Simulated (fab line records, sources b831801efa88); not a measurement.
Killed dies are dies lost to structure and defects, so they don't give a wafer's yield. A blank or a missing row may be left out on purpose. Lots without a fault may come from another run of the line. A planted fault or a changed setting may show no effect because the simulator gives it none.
Split-lot trial :: flow sfq-line :: on a route of 325 steps: 5 lots, 23 wafers read

== ABOUT THE SPLIT ==
At SFQ_TRILAYER_I2_VIA_BARC_OPEN_VIA_ETCH_096 (etches BARC in O2, target depth 125 nm, time 41.7 s), the setting time-s was moved away from the recipe's 41.7 s on 5 of the 23 wafers read, by -9.2% to +8.1%. The other wafers ran this setting at the recipe's value.

The split's own step is where the reading is taken.

== THE READING ==
oes-product-au, in a.u., at SFQ_TRILAYER_I2_VIA_BARC_OPEN_VIA_ETCH_096 (etches BARC in O2, target depth 125 nm, time 41.7 s). On this fab line, fault-free wafers typically give 0.685 a.u. with a standard deviation of 0.0046 a.u.

wafer: L075.1
tool, chamber at the split: rie-diel-02, 1
time-s as run, s: 41.7
against the recipe: recipe
oes-product-au, a.u.: 0.704
against lot-mates on the recipe: -

wafer: L075.2
tool, chamber at the split: rie-diel-02, 3
time-s as run, s: 45.09
against the recipe: +8.1%
oes-product-au, a.u.: 0.673
against lot-mates on the recipe: -0.028

wafer: L075.3
tool, chamber at the split: rie-diel-02, 2
time-s as run, s: 45.09
against the recipe: +8.1%
oes-product-au, a.u.: 0.691
against lot-mates on the recipe: -0.010

wafer: L075.5
tool, chamber at the split: rie-diel-02, 2
time-s as run, s: 41.7
against the recipe: recipe
oes-product-au, a.u.: 0.698
against lot-mates on the recipe: -

wafer: L075.6
tool, chamber at the split: rie-diel-02, 3
time-s as run, s: 45.09
against the recipe: +8.1%
oes-product-au, a.u.: 0.672
against lot-mates on the recipe: -0.029

wafer: L077.1
tool, chamber at the split: rie-diel-02, 1
time-s as run, s: 41.7
against the recipe: recipe
oes-product-au, a.u.: 0.674
against lot-mates on the recipe: -

wafer: L077.2
tool, chamber at the split: rie-diel-02, 0
time-s as run, s: 41.7
against the recipe: recipe
oes-product-au, a.u.: 0.679
against lot-mates on the recipe: -

wafer: L077.4
tool, chamber at the split: rie-diel-02, 0
time-s as run, s: 41.7
against the recipe: recipe
oes-product-au, a.u.: 0.676
against lot-mates on the recipe: -

wafer: L077.5
tool, chamber at the split: rie-diel-02, 3
time-s as run, s: 41.7
against the recipe: recipe
oes-product-au, a.u.: 0.677
against lot-mates on the recipe: -

wafer: L077.6
tool, chamber at the split: rie-diel-02, 1
time-s as run, s: 41.7
against the recipe: recipe
oes-product-au, a.u.: 0.676
against lot-mates on the recipe: -

wafer: L079.2
tool, chamber at the split: rie-diel-01, 1
time-s as run, s: 41.7
against the recipe: recipe
oes-product-au, a.u.: 0.685
against lot-mates on the recipe: -

wafer: L079.4
tool, chamber at the split: rie-diel-01, 0
time-s as run, s: 41.7
against the recipe: recipe
oes-product-au, a.u.: 0.687
against lot-mates on the recipe: -

wafer: L079.5
tool, chamber at the split: rie-diel-01, 1
time-s as run, s: 41.7
against the recipe: recipe
oes-product-au, a.u.: 0.680
against lot-mates on the recipe: -

wafer: L083.1
tool, chamber at the split: rie-diel-03, 3
time-s as run, s: 41.7
against the recipe: recipe
oes-product-au, a.u.: 0.673
against lot-mates on the recipe: -

wafer: L083.2
tool, chamber at the split: rie-diel-03, 2
time-s as run, s: 41.7
against the recipe: recipe
oes-product-au, a.u.: 0.685
against lot-mates on the recipe: -

wafer: L083.3
tool, chamber at the split: rie-diel-03, 1
time-s as run, s: 41.7
against the recipe: recipe
oes-product-au, a.u.: 0.683
against lot-mates on the recipe: -

wafer: L083.4
tool, chamber at the split: rie-diel-03, 1
time-s as run, s: 41.7
against the recipe: recipe
oes-product-au, a.u.: 0.684
against lot-mates on the recipe: -

wafer: L083.6
tool, chamber at the split: rie-diel-03, 2
time-s as run, s: 41.7
against the recipe: recipe
oes-product-au, a.u.: 0.682
against lot-mates on the recipe: -

wafer: L084.1
tool, chamber at the split: rie-diel-03, 0
time-s as run, s: 41.7
against the recipe: recipe
oes-product-au, a.u.: 0.697
against lot-mates on the recipe: -

wafer: L084.2
tool, chamber at the split: rie-diel-03, 1
time-s as run, s: 41.7
against the recipe: recipe
oes-product-au, a.u.: 0.692
against lot-mates on the recipe: -

wafer: L084.3
tool, chamber at the split: rie-diel-03, 2
time-s as run, s: 41.7
against the recipe: recipe
oes-product-au, a.u.: 0.689
against lot-mates on the recipe: -

wafer: L084.4
tool, chamber at the split: rie-diel-03, 3
time-s as run, s: 37.85
against the recipe: -9.2%
oes-product-au, a.u.: 0.720
against lot-mates on the recipe: +0.027

wafer: L084.5
tool, chamber at the split: rie-diel-03, 2
time-s as run, s: 37.85
against the recipe: -9.2%
oes-product-au, a.u.: 0.731
against lot-mates on the recipe: +0.038

THE FIT
A straight line over all 23 wafers: oes-product-au changes by -0.00249 a.u. for each +1% of time-s; r = -0.68; the points scatter about the line by 0.011 a.u.
The same after taking each lot's own level away (the mean of its wafers on the recipe; 23 wafers): -0.00313 a.u. for each +1%; r = -0.93; scatter 0.005 a.u.
Per that fit: largest time-s move, reading shift of 0.029 a.u.
From 0.6764 to 0.7010 a.u.: that is the span of the lots' own levels, equal to 5.3 times the standard deviation above.
So the lot-to-lot level blurs the effect unless lot-mates are compared.
Check: with one of the wafers moved furthest among these (-9.2%) left out of the fit, the line predicts +0.0306 a.u. for it against its lot-mates. It came out at +0.0273 a.u. against them.
Tool readings at the split's step, against how far the setting was moved: oes-product-au r = -0.68.

== OTHER SPLITS ON THESE WAFERS ==
Note: prior to the reading, these wafers also went through further splits. Each is held against what the fit with the lots' levels taken away leaves over:
other split on the same wafers: SFQ_TRILAYER_M2_LITHO_EXPOSE_058 dose-mj
wafers away from the commonest value: 8
r with oes-product-au (lot level and that fit taken away): +0.01

other split on the same wafers: SFQ_TRILAYER_I2_DEP_PECVD_063 time-s
wafers away from the commonest value: 9
r with oes-product-au (lot level and that fit taken away): +0.16

other split on the same wafers: SFQ_TRILAYER_I2_VIA_LITHO_COAT_072 spin-rpm
wafers away from the commonest value: 8
r with oes-product-au (lot level and that fit taken away): -0.43

== THE FILE'S OWN FIT ==
oes-product-au changes by -0.00321 a.u. for each +1% of time-s, r = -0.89.
